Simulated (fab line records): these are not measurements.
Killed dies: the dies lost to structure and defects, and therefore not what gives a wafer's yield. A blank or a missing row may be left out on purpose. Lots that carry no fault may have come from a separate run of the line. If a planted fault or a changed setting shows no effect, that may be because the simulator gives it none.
2 desks looking at one fault | flow sfq-line | only its own numbers are on each desk; what lay behind them is given at the end

== THE TOOL OWNER'S DESK: pecvd-01 ==
The tool's own readings at SFQ_TRILAYER_I6_DEP_PECVD_165 (deposits SiO2 from SiH4/N2O, time 111.11 s, target thk 500 nm): means of the sampled wafers that have a number, for each lot that ran on this tool. If a lot's mean is further than 4 standard deviations from the usual mean, the lot is out of limits and carries the mark OUT (the distance appears in the brackets).
Columns: A = heater-power-w at SFQ_TRILAYER_I6_DEP_PECVD_165, usual 84 W; B = run-length-s at SFQ_TRILAYER_I6_DEP_PECVD_165, usual 139.2 s; C = susceptor-temp-C at SFQ_TRILAYER_I6_DEP_PECVD_165, usual 150.01 C; D = throttle-valve-pct at SFQ_TRILAYER_I6_DEP_PECVD_165, usual 24.5 %
lot  | first seen here | A  | B               | C      | D
L110 | day 57 19:43    | 87 | 139.1           | 149.99 | 25.8
L111 | day 57 22:07    | 88 | 139.3           | 150.16 | 26.7
L113 | day 58 01:42    | 88 | 116.5 (-37) OUT | -      | 25.4
L114 | day 58 04:06    | 82 | 128.3 (-18) OUT | 150.23 | 26.1
L117 | day 58 14:54    | 84 | 128.0 (-18) OUT | 149.84 | 26.1
L122 | day 62 13:39    | 81 | 139.0           | 150.05 | 25.2
L124 | day 65 18:56    | 81 | 139.3           | 150.17 | 25.8
L127 | day 73 00:23    | 90 | 139.7           | 150.16 | 23.7
L130 | day 73 05:11    | 85 | 139.4           | 150.04 | 23.4
L132 | day 73 07:35    | 98 | 139.1           | 149.90 | 22.7
This desk's verdict: out of limits on L113, L114, L117, starting with L113 at day 58 01:42 (run-length-s at SFQ_TRILAYER_I6_DEP_PECVD_165). Within limits: L110, L111, L122, L124, L127, L130, L132.

== AT THE METROLOGY DESK ==
What the gauges read for every lot (on any tool): the sampled wafers with a number, averaged. If a lot's mean is further than 4 standard deviations from the usual mean, the lot is out of limits and carries the mark OUT (the distance appears in the brackets).
Columns: A = I5_OVL at SFQ_I5_OVL_MEAS_936, usual 1 nm
lot  | first seen here | A
L110 | day 52 08:51    | 8
L111 | day 52 12:28    | 5
L113 | day 52 16:02    | 12
L114 | day 52 18:28    | -4
L117 | day 53 05:14    | 6
L122 | day 61 21:35    | -2
L123 | day 61 22:46    | 3
L124 | day 61 23:58    | 4
L126 | day 69 00:19    | -0
L127 | day 69 01:31    | 6
L128 | day 69 02:43    | -2
L129 | day 69 03:55    | 3
L130 | day 69 05:07    | 10
L132 | day 69 08:43    | -3
L133 | day 69 13:37    | -1
This desk found nothing out of limits on any of the 15 lots.

== PUT TOGETHER ==
The tool owner's desk could have raised an alarm at day 58 01:42, on L113, L114, L117.
At the metrology desk, nothing out of limits was observed.
The metrology desk has L113, L114, L117 on record, within its limits.
Of the lots named, all ran SFQ_TRILAYER_I6_DEP_PECVD_165 on pecvd-01.

== WHAT HAD BEEN PUT IN BY THE SIMULATOR ==
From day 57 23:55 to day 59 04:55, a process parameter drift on pecvd-01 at SFQ_TRILAYER_I6_DEP_PECVD_165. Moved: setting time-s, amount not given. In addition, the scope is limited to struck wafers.
Lots struck among those shown: L113, L114, L117.
Hours from the fault's start to each desk's first reading out of limits: the tool owner's desk, 2.
